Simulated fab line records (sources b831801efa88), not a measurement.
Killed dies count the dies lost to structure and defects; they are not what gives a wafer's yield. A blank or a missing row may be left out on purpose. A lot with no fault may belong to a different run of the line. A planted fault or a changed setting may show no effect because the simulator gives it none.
Which of the tools did it? -- flow gf180mcu -- Sampling: 11 lots, 33 wafers, 4 of 602 route steps

== WHAT THE GAUGES SHOWED, per wafer ==
GF_V3_THK_MEAS_03.
lot,measured,on,V3_CVD_02_THK (nm)
L918,day 22 01:11,filmMetro-01,861 848 872
L919,day 22 06:13,filmMetro-01,874 870 869
L920,day 23 00:06,filmMetro-02,850 840 865
L921,day 23 05:35,filmMetro-01,832 840 850
L928,day 25 15:16,filmMetro-03,575 586 587
L929,day 25 20:55,filmMetro-03,592 571 596
L930,day 25 22:10,filmMetro-03,830 852 846
L931,day 26 13:59,filmMetro-02,863 849 857
L932,day 26 20:36,filmMetro-01,849 853 858
L933,day 27 04:18,filmMetro-03,833 846 857
L940,day 29 01:07,filmMetro-02,847 859 854

== WHAT TOOL EACH LOT RAN ON (gives the tool, then ch and the chambers of the sampled wafers, and finally the start) ==
lot,GF_V2_SPUTTER_21,GF_M3_METAL_ETCH_16,GF_V3_CVD_02
L918,"pvdSputter-04, day 20 23:20","rieMetal-01 ch 1, day 22 00:13","pecvd-01 ch 0,1, day 22 01:06"
L919,"pvdSputter-04, day 21 04:24","rieMetal-01 ch 1, day 22 05:19","pecvd-01 ch 0,1,2, day 22 06:09"
L920,"pvdSputter-03, day 21 22:53","rieMetal-02 ch 0,1, day 22 23:13","pecvd-03 ch 0,2, day 23 00:01"
L921,"pvdSputter-02, day 22 03:56","rieMetal-01 ch 0,1, day 23 04:43","pecvd-04 ch 0,1, day 23 05:31"
L928,"pvdSputter-03, day 24 15:23","rieMetal-03 ch 0,1, day 25 14:25","pecvd-01 ch 0,2, day 25 15:10"
L929,"pvdSputter-03, day 24 21:56","rieMetal-03 ch 0,1, day 25 20:02","pecvd-01 ch 0,1,2, day 25 20:50"
L930,"pvdSputter-03, day 24 23:37","rieMetal-02 ch 0, day 25 21:13","pecvd-03 ch 0,1,2, day 25 22:05"
L931,"pvdSputter-02, day 25 15:25","rieMetal-02 ch 0,1, day 26 13:08","pecvd-03 ch 0,1,2, day 26 13:55"
L932,"pvdSputter-02, day 25 21:41","rieMetal-01 ch 0,1, day 26 19:40","pecvd-04 ch 1,2, day 26 20:27"
L933,"pvdSputter-02, day 26 05:42","rieMetal-01 ch 0,1, day 27 03:25","pecvd-03 ch 0,1, day 27 04:14"
L940,"pvdSputter-02, day 28 04:16","rieMetal-02 ch 0,1, day 29 00:14","pecvd-04 ch 0,1, day 29 01:02"
- GF_V2_SPUTTER_21: material Ti, target thk 15 nm, time 80.02 s.
- GF_M3_METAL_ETCH_16: etches the open film in Cl2/BCl3, stops on SiO2, target depth 750.8 nm, time 125.1 s.
- GF_V3_CVD_02: deposits SiO2 from TEOS, target thk 850 nm, time 94.851 s.

== THE ANSWER, worked out from the rows above alone ==
Rule: the usual values come from the lots themselves. The widest of any qualifying gaps counts: lots, ordered by their means at a reading, are off when they make up no more than a third of the lots, leave a main group of 4 or more, and stand apart from it by 3 or more times the standard deviation of that group's means. A main group whose means are all the same, to the digits that the tables above print for the reading, isn't used. A lot without any number at a reading at which 4 lots or more have one is off too. Any other lot the step has rows for is counted as sound.
Off: L928, L929, at GF_V3_THK_MEAS_03 (V3_CVD_02_THK). The main group: mean 853 nm, standard deviation 8.9.
A tool fits if, at a process step before that reading, it ran every lot that is off, and no sound lot after the first of them. Those tools and the gauges at GF_V3_THK_MEAS_03 are tried in the same way. Can't be told from this: 2 tools fit, rieMetal-03 at GF_M3_METAL_ETCH_16, pecvd-01 at GF_V3_CVD_02.

== WHAT HAD BEEN PUT IN BY THE SIMULATOR ==
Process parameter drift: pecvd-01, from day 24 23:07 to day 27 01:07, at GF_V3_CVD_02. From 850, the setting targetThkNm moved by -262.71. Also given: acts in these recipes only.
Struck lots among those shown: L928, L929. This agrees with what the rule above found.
